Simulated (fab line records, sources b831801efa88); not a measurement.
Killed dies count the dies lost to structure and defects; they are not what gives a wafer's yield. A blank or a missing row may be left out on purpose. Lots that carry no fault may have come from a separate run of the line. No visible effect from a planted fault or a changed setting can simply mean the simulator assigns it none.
fab line records	flow sky130
[record] lots = 6	wafers = 18	last_day = 49
route steps=708 shown SD_N@344 SD_P@359 RES_XHIGH@360 PAD_OPEN@708
lots untouched by any fault: they come from a run of this same line in which no faults occurred
start_h: hours from the record's opening day to when the first of the lot's shown wafers began	wait_h: hours elapsed since this lot's preceding step	" same as the row above	L1.1+2: one row covering several wafers at once	- no value present, or no start provided	* or withheld: withheld	< > ~ a bound
route shown NAME@n: a module of which the file shows steps, and the number in the route of the first	usual: mean/standard deviation taken from wafers without a fault	same: alike in all rows	chamber/n: place in a boat	sites: the reading at each site	_std_site: the standard deviation of these	_edge_site: the outer-site mean with the inner-site mean subtracted	radius_mm: for every site, how far away it sits from the centre of the wafer	mask NAME#n: copy n	behind: the tool/chamber that last shaped the wafer	hold: what put the lot on hold/how long, in hours/how the hold closed	device: transistor that didn't switch, given as n, p or np	end of line: the route-end tests of the same wafers	for a step that has no rows: nothing shown but its recipe	killed: dies lost to structure and defects at the first sort, not the wafer's yield	map: a wafer's dies, marking killed ones x, the rest . and places with no die _
set.NAME: the run value of the setting; set.NAME@STEP: its run value at that earlier step	model.NAME: the simulator's own value behind a step, which no gauge read
a table for each step, a row for each wafer; lots at some steps of the route
services: a tool's chamber out of use, with start hour (start_h, from the record's first day; less than 0 if before it), hours out, and reason
[[steps]]
[step SKY_SD_N_COAT_02]
[recipe] resist = NOVOLAK	spin_rpm = 3000	resist_thk_nm = 1140
[step SKY_SD_N_SOFTBAKE_03]
[recipe] temp_c = 90	time_s = 60	resist = NOVOLAK
[step SKY_SD_N_EXPOSE_04]
[recipe] mask_id = NSDM	na = 0.6	source_shape = conventional	sigma_outer = 0.6	polarization = unpolarized	target_cd_nm = 380	dose_mj = 141
[step SKY_SD_N_PEB_05]
[recipe] temp_c = withheld	time_s = *	resist = NOVOLAK
[step SKY_SD_N_DEVELOP_06]
[recipe] resist = NOVOLAK	developer = TMAH	develop_time_s = 60	dev_temp_c = 23
[step SKY_SD_N_CD_MEAS_07]
[recipe] target_cd_nm = 380
[usual] cd_nm = 379.8/1.9
lot.wafer	tool	chamber	start_h	wait_h	cd_nm
L673.3	cd_sem-02	-	662.06	0.1	377.2
L673.4	"	-	"	"	379.4
L673.5	"	-	"	"	381.0
L676.1	cd_sem-02	-	695.72	0.1	380.7
L676.3	"	-	"	"	381.0
L676.5	"	-	"	"	380.9
L686.2	cd_sem-02	-	770.91	0.1	382.6
L686.3	"	-	"	"	380.1
L686.4	"	-	"	"	379.7
L687.1	cd_sem-01	-	776.69	0.1	381.2
L687.3	"	-	"	"	378.7
L687.5	"	-	"	"	380.0
L688.2	cd_sem-01	-	789.14	0.1	381.8
L688.3	"	-	"	"	381.2
L688.6	"	-	"	"	379.3
L689.4	cd_sem-02	-	792.58	0.1	376.7
L689.5	"	-	"	"	379.9
L689.6	"	-	"	"	378.2
[step SKY_SD_N_OVL_MEAS_08]
[usual] SD_N_OVL = -0.1/1.3
lot.wafer	tool	chamber	start_h	wait_h	SD_N_OVL[nm]
L673.3	overlay-01	-	662.15	0.1	0.1
L673.4	"	-	"	"	1.6
L673.5	"	-	"	"	-0.4
L676.1	overlay-02	-	695.84	0.1	-1.1
L676.3	"	-	"	"	-1.1
L676.5	"	-	"	"	0.6
L686.2	overlay-02	-	771.01	0.1	-1.0
L686.3	"	-	"	"	-1.4
L686.4	"	-	"	"	-2.0
L687.1	overlay-02	-	776.81	0.1	-1.9
L687.3	"	-	"	"	-0.8
L687.5	"	-	"	"	-2.3
L688.2	overlay-01	-	789.25	0.1	0.9
L688.3	"	-	"	"	-0.7
L688.6	"	-	"	"	2.2
L689.4	overlay-02	-	792.66	0.1	-0.1
L689.5	"	-	"	"	1.0
L689.6	"	-	"	"	-0.5
[step SKY_SD_N_IMPLANT_09]
[recipe] species = As	energy_kev = 50	dose_cm2 = 4e+15	tilt_deg = 0
[step SKY_SD_N_IMPLANT_10]
[recipe] species = P	energy_kev = 20	dose_cm2 = 1e+14	tilt_deg = 0
[step SKY_SD_N_STRIP_11]
[recipe] chemistry = O2/N2	power_w = 1400	pressure_mtorr = 1500	platen_temp_c = withheld	o2_flow_sccm = 3000	n2_flow_sccm = 300	overash_fraction = 0.5
[usual] chamber_pressure_mTorr = 1499.9/1.3	drypump_motor_current_A = 6.1/0.43	o2_flow_sccm = 3001/8.6	oes_product_au = 0.527/0.005	strip_time_to_endpoint_s = 22.55/0.038
lot.wafer	tool	chamber	start_h	wait_h	chamber_pressure_mTorr	drypump_motor_current_A	o2_flow_sccm	oes_product_au	rf_hours_counter_h	strip_time_to_endpoint_s
L673.3	plasma_asher-04	1	662.51	0.1	1502.7	6.5	2993	0.532	-	22.55
L673.4	"	0	"	"	1500.1	6.4	2995	0.536	-	22.57
L673.5	"	0	"	"	1498.6	6.4	3006	0.527	-	22.55
L676.1	plasma_asher-04	1	696.18	0.1	1500.2	6.5	2993	0.527	106	22.56
L676.3	"	1	"	"	1500.1	6.5	2996	0.528	-	22.58
L676.5	"	1	"	"	1501.6	6.5	2998	0.530	-	22.58
L686.2	plasma_asher-04	0	771.34	0.1	1498.2	6.4	3008	0.536	3	22.59
L686.3	"	1	"	"	1498.7	6.5	2989	0.528	-	22.60
L686.4	"	0	"	"	1500.7	6.4	3014	0.527	-	22.57
L687.1	plasma_asher-01	1	777.14	0.1	1500.1	5.9	3007	0.521	39	22.55
L687.3	"	1	"	"	1498.9	5.9	2996	0.528	-	22.53
L687.5	"	0	"	"	1498.2	5.8	3002	0.517	-	22.54
L688.2	plasma_asher-04	0	789.58	0.1	1497.5	6.4	3002	0.529	5	22.51
L688.3	"	1	"	"	1501.3	6.5	3006	0.526	-	22.50
L688.6	"	1	"	"	1498.4	6.5	2995	0.529	-	22.56
L689.4	plasma_asher-01	0	793.01	0.1	1500.1	5.7	3005	0.523	-	22.58
L689.5	"	1	"	"	1500.9	5.9	2995	0.523	-	22.53
L689.6	"	0	"	"	1502.5	5.7	3005	0.530	-	22.61
[step SKY_SD_N_TW_MEAS_12]
[usual] SD_N_TW = 3961/34
lot.wafer	tool	chamber	start_h	wait_h	SD_N_TW
L673.3	film_metro-02	-	662.60	0.1	3975
L673.4	"	-	"	"	3994
L673.5	"	-	"	"	3973
L676.1	film_metro-02	-	696.28	0.1	3963
L676.3	"	-	"	"	3949
L676.5	"	-	"	"	3957
L686.2	film_metro-02	-	771.45	0.1	3969
L686.3	"	-	"	"	3951
L686.4	"	-	"	"	3974
L687.1	film_metro-01	-	777.24	0.1	3988
L687.3	"	-	"	"	3988
L687.5	"	-	"	"	3986
L688.2	film_metro-01	-	789.69	0.1	4004
L688.3	"	-	"	"	4020
L688.6	"	-	"	"	4007
L689.4	film_metro-01	-	793.11	0.1	3993
L689.5	"	-	"	"	3997
L689.6	"	-	"	"	3986
[step SKY_SD_N_CLEAN_13]
[recipe] chemistry = SC1/SC2	mix = 1:4:20	temp_c = 70	time_s = 150	dry = n2_spin
[step SKY_SD_N_RTA_14]
[recipe] temp_c = 1075	time_s = 2	idle_temp_c = 650	ramp_up_c_per_s = 150	ramp_down_c_per_s = 90	ambient = N2
[usual] lamp_power_pct = 15.73/0.054	wafer_temp_C_max = 1078.1/1.4
lot.wafer	tool	chamber	start_h	wait_h	lamp_power_pct	wafer_temp_C_max
L673.3	rtp_anneal-01	0	662.71	0.0	15.75	1077.9
L673.4	"	0	"	"	15.72	1076.1
L673.5	"	0	"	"	15.70	1079.7
L676.1	rtp_anneal-02	0	696.39	0.0	15.72	1078.5
L676.3	"	0	"	"	15.71	1077.6
L676.5	"	0	"	"	15.80	1078.6
L686.2	rtp_anneal-01	0	771.56	0.0	15.27	1076.2
L686.3	"	0	"	"	15.27	1077.4
L686.4	"	0	"	"	15.32	1078.2
L687.1	rtp_anneal-02	0	777.35	0.0	15.73	1077.7
L687.3	"	0	"	"	15.76	1076.5
L687.5	"	0	"	"	15.69	1080.3
L688.2	rtp_anneal-01	0	789.81	0.0	15.27	1078.0
L688.3	"	0	"	"	15.34	1079.7
L688.6	"	0	"	"	15.30	1078.2
L689.4	rtp_anneal-02	0	793.22	0.0	15.74	1077.9
L689.5	"	0	"	"	15.73	1080.6
L689.6	"	0	"	"	15.74	1076.5
[step SKY_SD_N_RS_MEAS_16]
[recipe] thk_meas_gauge = four-point-probe
[usual] SD_N_RS = 68.60/0.11
lot.wafer	tool	chamber	start_h	wait_h	hold	SD_N_RS[ohm/sq]
L673.3	film_metro-04	-	662.90	0.1	-	68.55
L673.4	"	-	"	"	-	68.65
L673.5	"	-	"	"	-	68.59
L676.1	film_metro-01	-	696.56	0.1	-	68.71
L676.3	"	-	"	"	-	68.67
L676.5	"	-	"	"	-	68.80
L686.2	film_metro-02	-	771.75	0.1	await_dispo/0.2h/release	71.07
L686.3	"	-	"	"	await_dispo/0.2h/release	70.84
L686.4	"	-	"	"	await_dispo/0.2h/release	70.89
L686.2	film_metro-02	-	772.11	0.3	-	70.97
L686.3	"	-	"	"	-	70.82
L686.4	"	-	"	"	-	70.94
L687.1	film_metro-04	-	777.53	0.1	-	68.67
L687.3	"	-	"	"	-	68.65
L687.5	"	-	"	"	-	68.38
L688.2	film_metro-04	-	790.04	0.1	await_dispo/0.2h/release	70.93
L688.3	"	-	"	"	await_dispo/0.2h/release	70.82
L688.6	"	-	"	"	await_dispo/0.2h/release	70.89
L688.2	film_metro-04	-	790.40	0.3	-	71.11
L688.3	"	-	"	"	-	70.72
L688.6	"	-	"	"	-	70.97
L689.4	film_metro-04	-	793.43	0.1	-	68.53
L689.5	"	-	"	"	-	68.54
L689.6	"	-	"	"	-	68.64
[step SKY_SD_N_RS_MEAS_17]
[recipe] thk_meas_gauge = four-point-probe
[usual] SD_P_RS = 147.1/0.37
lot.wafer	tool	chamber	start_h	wait_h	hold	SD_P_RS[ohm/sq]
L673.3	film_metro-04	-	663.02	0.1	-	146.6
L673.4	"	-	"	"	-	147.1
L673.5	"	-	"	"	-	147.0
L676.1	film_metro-01	-	696.68	0.1	-	147.5
L676.3	"	-	"	"	-	147.5
L676.5	"	-	"	"	-	147.3
L687.1	film_metro-04	-	777.65	0.1	-	147.9
L687.3	"	-	"	"	-	147.3
L687.5	"	-	"	"	-	147.3
L686.2	film_metro-02	-	780.30	8.2	await_dispo/0.2h/release	160.2
L686.3	"	-	"	"	await_dispo/0.2h/release	159.7
L686.4	"	-	"	"	await_dispo/0.2h/release	160.3
L686.2	film_metro-02	-	780.59	0.3	-	160.1
L686.3	"	-	"	"	-	159.7
L686.4	"	-	"	"	-	160.0
L689.4	film_metro-04	-	793.55	0.1	-	147.1
L689.5	"	-	"	"	-	147.4
L689.6	"	-	"	"	-	147.9
L688.2	film_metro-04	-	793.75	3.3	await_dispo/0.2h/release	160.2
L688.3	"	-	"	"	await_dispo/0.2h/release	159.5
L688.6	"	-	"	"	await_dispo/0.2h/release	159.7
L688.2	film_metro-04	-	794.03	0.3	-	160.1
L688.3	"	-	"	"	-	159.2
L688.6	"	-	"	"	-	159.8
[step SKY_SD_N_RS_MEAS_18]
[recipe] thk_meas_gauge = four-point-probe
[usual] RES_XHIGH_RS = 330.3/1.2
lot.wafer	tool	chamber	start_h	wait_h	hold	RES_XHIGH_RS[ohm/sq]
L673.3	film_metro-04	-	663.14	0.1	-	328.3
L673.4	"	-	"	"	-	329.7
L673.5	"	-	"	"	-	329.6
L676.1	film_metro-01	-	696.80	0.1	-	331.3
L676.3	"	-	"	"	-	330.9
L676.5	"	-	"	"	-	329.8
L687.1	film_metro-04	-	777.77	0.1	-	331.1
L687.3	"	-	"	"	-	331.0
L687.5	"	-	"	"	-	331.8
L686.2	film_metro-02	-	782.77	2.2	await_dispo/2.1h/release	330.6
L686.3	"	-	"	"	await_dispo/2.1h/release	330.5
L686.4	"	-	"	"	await_dispo/2.1h/release	331.6
L689.4	film_metro-04	-	793.67	0.1	-	328.6
L689.5	"	-	"	"	-	328.5
L689.6	"	-	"	"	-	328.6
L688.2	film_metro-04	-	800.50	6.4	await_dispo/6.3h/release	331.4
L688.3	"	-	"	"	await_dispo/6.3h/release	331.0
L688.6	"	-	"	"	await_dispo/6.3h/release	332.5
[step SKY_PAD_OPEN_PROBE_99]
[usual] killed_at_M0_to_M3 = 43/6.5	killed_at_M4_up = 3.2/1.8	killed_at_contacts = 24/5	killed_at_front_end = 15/4.1	killed_at_other = 0.3/0.54	killed_dies = 85/9.3	killed_open = 47/7.2	killed_short = 39/5.9
[same] gross_dies = 492	killed_at_back_side = 0
lot.wafer	tool	chamber	start_h	wait_h	killed_at_M0_to_M3	killed_at_M4_up	killed_at_contacts	killed_at_front_end	killed_at_other	killed_dies	killed_open	killed_short	model.etest.res_xhigh_po.line_ohm_um	model.etest.res_xhigh_po.rs_ohm_sq	model.etest.pfet_01v8.r_on_ohm_um	model.etest.res_pdiff.line_ohm_um	model.etest.tip_p.rs_ohm_sq	model.etest.res_high_po.line_ohm_um	model.etest.licon_high_po.rc_ohm	model.etest.res_ndiff.line_ohm_um
L673.3	prober-01	-	1086.79	0.2	48	3	18	15	0	84	49	34	5593	1958	2884	1363	6962	746.6	347	779.2
L673.4	prober-01	-	1086.84	0.2	58	4	24	12	1	99	52	46	5876	2054	2921	1376	6958	755.1	356.4	774.6
L673.5	prober-01	-	1086.89	0.2	38	4	25	15	0	82	46	36	5760	1989	2842	1350	6928	749.3	339.8	767.4
L676.1	prober-02	-	1114.44	0.1	27	6	27	16	0	76	45	31	5932	2077	2902	1392	6795	749.7	364.3	761.9
L676.3	prober-02	-	1114.54	0.2	44	4	18	22	0	88	50	38	5725	1996	2886	1427	6834	741.1	355.8	750.1
L676.5	prober-02	-	1114.64	0.2	46	8	23	17	0	94	48	45	5684	2017	2899	1409	6865	742.2	355.9	761.2
L686.2	prober-02	-	1165.76	0.1	39	4	26	15	0	84	48	36	6555	2306	3140	1552	7047	827.1	430.2	827.2
L686.3	prober-02	-	1165.81	0.2	47	5	25	14	0	91	56	35	6387	2189	3047	1514	7064	812.1	425.2	807.4
L686.4	prober-02	-	1165.86	0.2	37	1	22	16	1	77	43	34	6776	2345	3071	1509	7037	834.8	426.2	803
L687.1	prober-01	-	1167.47	0.1	27	1	30	13	0	71	40	31	5404	1880	2873	1368	6808	728.2	348.1	774.6
L687.3	prober-01	-	1167.57	0.2	38	2	24	12	0	76	40	36	5590	1962	2904	1360	6884	763.8	350.2	769.9
L687.5	prober-01	-	1167.67	0.2	38	1	26	11	0	76	44	32	5367	1868	2904	1348	6807	733.5	348.1	763.5
L688.2	prober-02	-	1177.42	0.1	30	4	26	14	1	75	39	35	6104	2139	2965	1471	6988	825	410.4	782.6
L688.3	prober-02	-	1177.47	0.2	38	2	20	16	0	76	39	37	6189	2179	3030	1523	7001	802.1	421.8	794.5
L688.6	prober-02	-	1177.62	0.2	36	4	28	16	0	84	43	40	6245	2186	3021	1497	6902	800.4	421.9	794.3
L689.4	prober-01	-	1179.14	0.2	46	3	25	19	0	93	55	38	5710	2006	2901	1361	6815	754.7	368.6	759.3
L689.5	prober-01	-	1179.19	0.2	46	1	23	18	0	88	44	44	5826	2042	2864	1360	6852	772	379.6	739.2
L689.6	prober-01	-	1179.24	0.2	29	3	20	18	0	70	41	29	5635	1967	2873	1383	6880	755.2	356.1	747.2
// killed by level:class
L673.3 VIA1:geometric_particle:open=21 CONTACT:geometric_particle:open=8 LI_CONTACT:geometric_particle:open=5 METAL3:geometric_particle:short=5 VIA1:geometric_particle:short=5 VIA2:geometric_particle:open=5 FIELD_ISO:geometric_particle:short=4 VIA3:geometric_particle:open=4
L673.4 VIA2:geometric_particle:open=12 VIA1:geometric_particle:open=11 VIA1:geometric_particle:short=10 CONTACT:geometric_particle:open=8 VIA3:geometric_particle:open=8 METAL1:geometric_particle:short=7 LI_CONTACT:geometric_particle:open=5 LOCAL_INTERCONNECT:geometric_particle:short=4
L673.5 VIA1:geometric_particle:open=9 LI_CONTACT:geometric_particle:open=8 CONTACT:geometric_particle:open=8 VIA3:geometric_particle:short=5 POLY_GATE:geometric_particle:open=5 METAL3:geometric_particle:short=5 VIA3:geometric_particle:open=5 FIELD_ISO:geometric_particle:short=4
L676.1 CONTACT:geometric_particle:open=8 LI_CONTACT:geometric_particle:open=8 VIA1:geometric_particle:open=7 VIA2:geometric_particle:open=5 METAL2:geometric_particle:short=5 POLY_GATE:geometric_particle:open=4 LOCAL_INTERCONNECT:geometric_particle:short=4 FIELD_ISO:geometric_particle:open=3
L676.3 VIA1:geometric_particle:open=10 VIA2:geometric_particle:open=9 METAL1:geometric_particle:short=6 VIA3:geometric_particle:open=6 FIELD_ISO:geometric_particle:short=5 LI_CONTACT:geometric_particle:open=5 LOCAL_INTERCONNECT:geometric_particle:short=5 FIELD_ISO:geometric_particle:open=4
L676.5 LI_CONTACT:geometric_particle:open=10 VIA1:geometric_particle:open=10 VIA2:geometric_particle:short=9 VIA1:geometric_particle:short=7 CONTACT:geometric_particle:open=6 FIELD_ISO:geometric_particle:short=5 METAL4:geometric_particle:short=5 VIA2:geometric_particle:open=5
L686.2 LI_CONTACT:geometric_particle:open=8 VIA1:geometric_particle:open=8 CONTACT:geometric_particle:open=8 METAL1:geometric_particle:short=8 VIA2:geometric_particle:open=8 CONTACT:geometric_particle:short=6 POLY_GATE:geometric_particle:open=5 FIELD_ISO:geometric_particle:short=3
L686.3 VIA1:geometric_particle:open=16 CONTACT:geometric_particle:open=10 LI_CONTACT:geometric_particle:open=9 VIA1:geometric_particle:short=7 VIA3:geometric_particle:open=6 POLY_GATE:geometric_particle:open=4 METAL1:geometric_particle:short=4 METAL2:geometric_particle:short=4
L686.4 CONTACT:geometric_particle:open=9 METAL1:geometric_particle:short=9 VIA1:geometric_particle:open=9 VIA2:geometric_particle:open=7 POLY_GATE:geometric_particle:short=4 LI_CONTACT:geometric_particle:open=4 CONTACT:geometric_particle:short=4 FIELD_ISO:geometric_particle:open=3
L687.1 CONTACT:geometric_particle:open=11 LI_CONTACT:geometric_particle:open=9 VIA1:geometric_particle:open=6 CONTACT:geometric_particle:short=6 METAL1:geometric_particle:short=5 POLY_GATE:geometric_particle:short=3 METAL2:geometric_particle:short=3 VIA1:geometric_particle:short=3
L687.3 LI_CONTACT:geometric_particle:open=11 VIA1:geometric_particle:open=10 FIELD_ISO:geometric_particle:short=6 LOCAL_INTERCONNECT:geometric_particle:short=5 METAL1:geometric_particle:short=5 CONTACT:geometric_particle:open=4 VIA2:geometric_particle:open=4 METAL2:geometric_particle:short=4
L687.5 VIA1:geometric_particle:open=10 CONTACT:geometric_particle:short=7 LI_CONTACT:geometric_particle:open=6 CONTACT:geometric_particle:open=6 VIA2:geometric_particle:open=6 VIA3:geometric_particle:open=5 FIELD_ISO:geometric_particle:open=4 LOCAL_INTERCONNECT:geometric_particle:short=4
L688.2 LI_CONTACT:geometric_particle:open=7 CONTACT:geometric_particle:short=7 CONTACT:geometric_particle:open=6 VIA3:geometric_particle:open=6 LOCAL_INTERCONNECT:geometric_particle:short=5 VIA2:geometric_particle:open=5 FIELD_ISO:geometric_particle:short=4 POLY_GATE:geometric_particle:open=4
L688.3 VIA3:geometric_particle:open=9 VIA1:geometric_particle:open=6 FIELD_ISO:geometric_particle:short=5 LI_CONTACT:geometric_particle:open=5 CONTACT:geometric_particle:open=5 CONTACT:geometric_particle:short=5 VIA3:geometric_particle:short=5 POLY_GATE:geometric_particle:open=4
L688.6 CONTACT:geometric_particle:open=13 POLY_GATE:geometric_particle:short=7 VIA1:geometric_particle:open=7 LI_CONTACT:geometric_particle:open=6 METAL1:geometric_particle:short=6 METAL2:geometric_particle:short=6 LOCAL_INTERCONNECT:geometric_particle:short=5 VIA2:geometric_particle:open=5
L689.4 VIA1:geometric_particle:open=16 CONTACT:geometric_particle:open=9 LI_CONTACT:geometric_particle:open=7 VIA1:geometric_particle:short=7 POLY_GATE:geometric_particle:short=5 METAL1:geometric_particle:short=5 VIA3:geometric_particle:open=5 FIELD_ISO:geometric_particle:short=4
L689.5 METAL2:geometric_particle:short=9 VIA1:geometric_particle:open=9 LI_CONTACT:geometric_particle:open=8 CONTACT:geometric_particle:open=8 METAL1:geometric_particle:short=7 VIA2:geometric_particle:open=5 POLY_GATE:geometric_particle:short=5 VIA1:geometric_particle:short=5
L689.6 LI_CONTACT:geometric_particle:open=8 VIA3:geometric_particle:open=7 VIA1:geometric_particle:open=6 POLY_GATE:geometric_particle:short=5 CONTACT:geometric_particle:open=5 FIELD_ISO:geometric_particle:short=3 SPACER:geometric_particle:open=3 LI_CONTACT:geometric_particle:short=3
[[services]]
tool	chamber	start_h	hours	kind
plasma_asher-04	-	673.51	0.4	repair
plasma_asher-01	-	675.86	1.1	repair
plasma_asher-04	-	733.75	9.0	pm
plasma_asher-04	0	733.75	9.0	vent_cycle
plasma_asher-04	1	733.75	9.0	vent_cycle
rtp_anneal-01	-	736.88	1.0	repair
plasma_asher-04	0	742.75	-	clean
plasma_asher-04	1	742.75	-	clean
[[key]]
[first_sign] step = SKY_SD_N_RTA_14	reading = lamp_power_pct	direction = down	sigmas = 8.1	usual = 15.73	struck = 15.30
[effect] step = SKY_SD_N_RS_MEAS_16	reading = visit	direction = added
[effect] step = SKY_SD_N_RS_MEAS_16	reading = SD_N_RS	direction = up	sigmas = 21	usual = 68.60	struck = 70.91
[effect] step = SKY_SD_N_RS_MEAS_17	reading = visit	direction = added
[effect] step = SKY_SD_N_RS_MEAS_17	reading = SD_P_RS	direction = up	sigmas = 35	usual = 147.1	struck = 159.9
[model_effect] step = SKY_PAD_OPEN_PROBE_99	value = etest.res_xhigh_po.line_ohm_um	without = 5551	struck = 6376
met_at SKY_SD_N_RTA_14
struck_wafers L686.2,L686.3,L686.4,L688.2,L688.3,L688.6
tester_left_out L686,L688
onset_between 662.71 771.56
[fault] kind = process_parameter_drift	tool = rtp_anneal-01	chamber = -	onset_h = 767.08	steps = SKY_SD_N_RTA_14	channel = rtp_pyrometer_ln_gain	offset = 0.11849	shape = step	end_h = 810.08
// tester_left_out: of these lots the tester's yield and bins aren't shown, on N5 and GAA mostly nor the transistor test; their killed dies are dies lost to structure and defects alone, not to doping, threshold or leakage, so they don't give the yield
